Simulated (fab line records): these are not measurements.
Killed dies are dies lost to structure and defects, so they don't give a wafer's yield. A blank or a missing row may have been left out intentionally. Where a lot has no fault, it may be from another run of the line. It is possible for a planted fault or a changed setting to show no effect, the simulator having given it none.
A struck lot beside a sound one    flow sky130    15 steps out of a route of 708
Sound: these wafers, L487.1, L487.2, L487.3. Struck: wafers L495.2, L495.4, L495.5. At the end, the cause is stated.
Order at every step that has rows: each side's tool, ch and its chambers, its first start. Under that, the readings that differ: sound wafers    struck wafers    difference of the means    sigmas: that difference in standard deviations of wafers without a fault.
alike: same words and numbers on both sides, and readings whose means sit less than 2 such deviations apart. not compared: any withheld reading, any reading some wafer has no value for, any bound like >300 that may hide the same value, and any number with overlapping values for which the record gives no deviation.
Wherever a step has rows on one side only, a row that says differs or no value, or a row with sigmas, the two part there. When numbers do not overlap yet have no deviation, they are printed without sigmas and do not part them. Lack of a reading on every wafer of one side parts them only where that side has two or more wafers.

first, 2 steps without rows for these wafers: SKY_DNWELL_DEVELOP_06 (develop time 60 s); SKY_DNWELL_IMPLANT_07.
SKY_DNWELL_STRIP_08: strips in O2/N2.
  sound on plasma_asher-03 ch 0,1, day 3 21:55; struck on plasma_asher-03 ch 0,1, day 5 16:04
  alike: drypump_motor_current_A, oes_product_au, strip_time_to_endpoint_s
  not compared: rf_hours_counter_h
SKY_DNWELL_TW_MEAS_09:
  sound on film_metro-01 at day 3 22:01; struck on film_metro-01 at day 5 16:11
  alike: DNWELL_TW
then, 7 steps without rows for these wafers: SKY_PWDE_DEHYDRATE_00 (time 60 s); SKY_PWDE_HMDS_01 (prime time 60 s); SKY_PWDE_COAT_02 (resist thk 3000 nm); SKY_PWDE_SOFTBAKE_03; SKY_PWDE_EXPOSE_04 (exposes mask PWDEM, target cd 840 nm); SKY_PWDE_PEB_05; SKY_PWDE_DEVELOP_06 (develop time 60 s).
SKY_PWDE_OVL_MEAS_07:
  sound on overlay-02 at day 4 15:04; struck on overlay-02 at day 6 11:13
  alike: PWDE_OVL
SKY_PWDE_IMPLANT_08:
  sound on implanter-04 ch 0, day 4 15:07; struck on implanter-01 ch 0, day 6 11:16
reading                    sound                 struck                difference  sigmas
beam_energy_keV            149.96 150.01 150.00  175.91 175.87 175.97  +25.93      +99 or more
model.implant.rp_nm (nm)   426.4 426.4 426.4     502.2 502.2 502.2     +75.8       
model.implant.drp_nm (nm)  97.97 97.97 97.97     103.8 103.8 103.8     +5.8        
  alike: dose_ions_cm2
SKY_PWDE_STRIP_09: strips in O2/N2.
  sound on plasma_asher-04 ch 0,1, day 4 15:16; struck on plasma_asher-04 ch 0, day 6 11:23
  alike: drypump_motor_current_A, oes_product_au, strip_time_to_endpoint_s
  not compared: rf_hours_counter_h
-- the record jumps here: 42 days lie between the struck wafers' starts before and after (it left off in module PWDE and takes up again in module PAD_OPEN, whose first step shown is number 708 of the route) --
SKY_PAD_OPEN_PROBE_99:
  sound on prober-02 at day 46 21:05; struck on prober-02 at day 48 18:32
reading                                    sound                         struck          difference  sigmas
killed_dies                                92 102 85                     70 70 77        -21         -2
killed_open                                55 61 59                      37 37 38        -21         -3
model.etest.res_p_drift_20v.line_ohm_um    1.21e+04 1.245e+04 1.161e+04  8911 9146 9064  -3013       
model.etest.res_p_drift_20v.rs_ohm_sq      9782 1.038e+04 9650           7341 7522 7410  -2513       
model.etest.res_pwde_under_gate.rs_ohm_sq  6137 6133 6156                6243 6232 6263  +104        
  alike: killed_at_M0_to_M3, killed_at_M4_up, killed_at_contacts, killed_at_front_end, killed_at_other, killed_short

== WHERE THEY PART ==
First at SKY_PWDE_IMPLANT_08; last, within this record, at SKY_PAD_OPEN_PROBE_99.

WHY: what the simulator had put in
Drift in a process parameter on implanter-01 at SKY_PWDE_IMPLANT_08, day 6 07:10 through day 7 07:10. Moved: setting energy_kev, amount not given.
